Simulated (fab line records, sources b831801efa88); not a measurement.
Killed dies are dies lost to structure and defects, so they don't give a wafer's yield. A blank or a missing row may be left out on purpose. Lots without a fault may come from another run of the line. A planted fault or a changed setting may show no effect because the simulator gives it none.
Split-lot experiment | flow gf180mcu | 5 lots, 23 wafers read, on a route of 602 steps

THE SPLIT
At GF_VT_IMPLANT_COAT_02 (resist thk 1000 nm), the setting resist_thk_nm was moved away from the recipe's 1000 nm on 7 of the 23 wafers read, by -5.8% to +4.5%. The other wafers ran this setting at the recipe's value.

The reading is taken at the split's own step.

THE READING
NOVOLAK_of_VT_IMPLANT_COAT_02.thk_nm (the simulator's own value, which no gauge read), in nm, at GF_VT_IMPLANT_COAT_02 (resist thk 1000 nm). The file gives no usual value for it. The 16 wafers here that ran the recipe average 999.0 nm, standard deviation 4 nm.

wafer  | tool, chamber at the split | resist_thk_nm as run, nm | against the recipe | NOVOLAK_of_VT_IMPLANT_COAT_02.thk_nm, nm | against lot-mates on the recipe
L074.1 | litho_track-02, 0          | 1000                     | recipe             | 1005                                     | -
L074.2 | litho_track-02, 0          | 1000                     | recipe             | 1001                                     | -
L074.3 | litho_track-02, 0          | 1000                     | recipe             | 1002                                     | -
L074.5 | litho_track-02, 0          | 941.5                    | -5.8%              | 945.8                                    | -56.9
L074.6 | litho_track-02, 0          | 941.5                    | -5.8%              | 945.9                                    | -56.8
L075.1 | litho_track-02, 0          | 1045                     | +4.5%              | 1046                                     | +42.7
L075.3 | litho_track-02, 0          | 1045                     | +4.5%              | 1046                                     | +42.7
L075.2 | litho_track-02, 0          | 1000                     | recipe             | 1004                                     | -
L075.5 | litho_track-02, 0          | 1000                     | recipe             | 1003                                     | -
L075.6 | litho_track-02, 0          | 1000                     | recipe             | 1003                                     | -
L076.1 | litho_track-04, 0          | 1000                     | recipe             | 993.8                                    | -
L076.3 | litho_track-04, 0          | 1000                     | recipe             | 991.7                                    | -
L076.4 | litho_track-04, 0          | 1000                     | recipe             | 994.9                                    | -
L076.5 | litho_track-04, 0          | 1000                     | recipe             | 994.1                                    | -
L076.6 | litho_track-04, 0          | 1000                     | recipe             | 998.3                                    | -
L081.1 | litho_track-02, 0          | 1031                     | +3.1%              | 1033                                     | +35.4
L081.2 | litho_track-02, 0          | 1000                     | recipe             | 996.3                                    | -
L081.3 | litho_track-02, 0          | 1031                     | +3.1%              | 1029                                     | +31.4
L081.6 | litho_track-02, 0          | 1031                     | +3.1%              | 1029                                     | +31.4
L081.4 | litho_track-02, 0          | 1000                     | recipe             | 999                                      | -
L084.1 | litho_track-02, 0          | 1000                     | recipe             | 1002                                     | -
L084.3 | litho_track-02, 0          | 1000                     | recipe             | 1000                                     | -
L084.4 | litho_track-02, 0          | 1000                     | recipe             | 996.7                                    | -

THE FIT
A straight line over all 23 wafers: NOVOLAK_of_VT_IMPLANT_COAT_02.thk_nm changes by +9.66 nm for each +1% of resist_thk_nm; r = +0.99; the points scatter about the line by 3.8 nm.
The same after taking each lot's own level away (the mean of its wafers on the recipe; 23 wafers): +9.81 nm for each +1%; r = +1.00; scatter 2 nm.
On that fit, the largest move of resist_thk_nm shifts the reading by 57 nm.
The lots' own levels span 994.56 to 1003.33 nm, that is 2.2 times the standard deviation above.
So the lot-to-lot level changes the slope little: the two slopes agree.
Check: with one of the wafers moved furthest among these (-5.8%) left out of the fit, the line predicts -57.3 nm for it against its lot-mates. It came out at -56.9 nm against them.

OTHER SPLITS ON THESE WAFERS
These wafers also went through other splits before the reading. Each is held against what the fit with the lots' levels taken away leaves over:
other split on the same wafers   | wafers away from the commonest value | r with NOVOLAK_of_VT_IMPLANT_COAT_02.thk_nm (lot level and that fit taken away)
GF_STI_COAT_07 resist_thk_nm     | 9                                    | +0.32
GF_STI_ETCH_14 time_s            | 11                                   | +0.08
GF_DNWELL_COAT_02 spin_rpm       | 8                                    | -0.28
GF_DNWELL_EXPOSE_04 dose_mj      | 8                                    | +0.14
GF_NWELL_COAT_02 resist_thk_nm   | 6                                    | -0.32
GF_NWELL_STRIP_10 o2_flow_sccm   | 6                                    | +0.12
GF_LVPWELL_IMPLANT_09 energy_kev | 11                                   | -0.16
GF_MVSD_IMPLANT_09 energy_kev    | 8                                    | +0.04
GF_MVSD_STRIP_10 o2_flow_sccm    | 11                                   | +0.09
GF_MVPSD_IMPLANT_09 dose_cm2     | 8                                    | -0.27

THE WHOLE CHAIN: every reading that the file lists as answering this split, in the file's order
step                   | what it does       | reading                                                                               | change (the file's fit)              | r (the file's)
GF_VT_IMPLANT_COAT_02  | resist thk 1000 nm | NOVOLAK_of_VT_IMPLANT_COAT_02.thk_nm (the simulator's own value, which no gauge read) | +9.76 nm for each +1% of the setting | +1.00
GF_VT_IMPLANT_STRIP_09 | strips in O2/N2    | strip_time_to_endpoint_s                                                              | withheld for each +1% of the setting | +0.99

THE FILE'S OWN FIT
NOVOLAK_of_VT_IMPLANT_COAT_02.thk_nm changes by +9.76 nm for each +1% of resist_thk_nm, r = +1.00.
